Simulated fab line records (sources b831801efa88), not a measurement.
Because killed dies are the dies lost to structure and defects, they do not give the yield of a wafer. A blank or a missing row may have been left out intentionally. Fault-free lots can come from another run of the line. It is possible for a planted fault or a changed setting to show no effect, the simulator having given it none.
Comparing a struck lot with a sound one    flow gf180mcu    16 steps out of a route of 602
Sound: the wafers L148.1, L148.2, L148.6. Wafers struck: L162.1, L162.2, L162.6. Last of all comes the cause.
For every step that has rows: the tool of each side, followed by ch and its chambers, followed by its first start. Under that, the readings that differ: sound wafers    struck wafers    difference of the means    sigmas: that difference in standard deviations of wafers without a fault.
alike: words and numbers the same on both sides, and readings whose means are apart by under 2 such deviations; not compared: readings that were withheld, readings missing a value for some wafer, numbers with overlapping values and no deviation given by the record, and bounds like >300 which may hide the same value.
Wherever a step has rows on one side only, a row that says differs or no value, or a row with sigmas, the two part there. Numbers that don't overlap but have no deviation are shown without sigmas and don't part them. A reading missing from all wafers of one side parts the sides only when that side holds two or more wafers.

GF_POLY_GATE_ETCH_13: etches poly-Si in HBr/Cl2, stops on SiO2, target depth 198.5 nm, time 69.6 s.
  sound on rie-si-02 ch 0,2,3, day 12 00:46; struck on rie-si-01 ch 0,2,3, day 16 03:06
  alike: drypump-motor-current-A, oes-product-au, throttle-valve-pct
  not compared: rf-hours-counter-h
GF_POLY_GATE_STRIP_14: strips in O2/N2.
  sound on plasma-asher-01 ch 0,1, day 12 00:49; struck on plasma-asher-04 ch 0,1, day 16 03:09
  alike: drypump-motor-current-A, heater-power-w, oes-product-au
  not compared: rf-hours-counter-h
then, 2 steps without rows for these wafers: GF_POLY_GATE_CLEAN_15 (cleans in SC1/SC2, time 150 s); GF_POLY_GATE_OXIDATION_16 (stabilise 600 s, purge 300 s, target thk 4 nm).
GF_POLY_GATE_THK_MEAS_17:
  sound on film-metro-02, day 12 02:13; struck on film-metro-02, day 16 04:33
  alike: POLY_GATE_OXIDATION_THK
GF_POLY_GATE_CD_MEAS_18:
  sound on cd-sem-02, day 12 02:17; struck on cd-sem-01, day 16 04:37
  alike: cd-nm
then, 6 steps without rows for these wafers: GF_HV_LDD_DEHYDRATE_00 (time 60 s); GF_HV_LDD_HMDS_01 (prime time 60 s); GF_HV_LDD_COAT_02 (resist thk 1000 nm); GF_HV_LDD_SOFTBAKE_03 (time 60 s); GF_HV_LDD_EXPOSE_04 (exposes mask Nplus LV AREA, target cd 400 nm); GF_HV_LDD_PEB_05.
GF_HV_LDD_DEVELOP_06: develop time 60 s.
  sound on litho-track-04 ch 0, day 12 22:03; struck on litho-track-02 ch 0, day 17 02:08
GF_HV_LDD_CD_MEAS_07: target cd 400 nm.
  sound on cd-sem-02, day 12 22:12; struck on cd-sem-01, day 17 02:17
reading     sound              struck             difference  sigmas
cd-nm (nm)  398.6 399.8 398.7  420.0 419.6 417.7  +20.1       +10
GF_HV_LDD_OVL_MEAS_08:
  sound on overlay-02, day 12 22:19; struck on overlay-01, day 17 02:24
  alike: HV_LDD_OVL
-- record jumps: 18 days separate the struck wafers' starts on either side; left off in module HV_LDD, taken up again in module PASSIVATION, whose first shown step is the route's number 602 --
GF_PASSIVATION_PROBE_99:
  only the struck wafers here have rows in the record (prober-02, day 35 02:50); the sound ones have none

== WHERE THEY PART ==
Last at GF_PASSIVATION_PROBE_99 as far as this record goes, first at GF_HV_LDD_CD_MEAS_07.

WHY: the cause the simulator had injected
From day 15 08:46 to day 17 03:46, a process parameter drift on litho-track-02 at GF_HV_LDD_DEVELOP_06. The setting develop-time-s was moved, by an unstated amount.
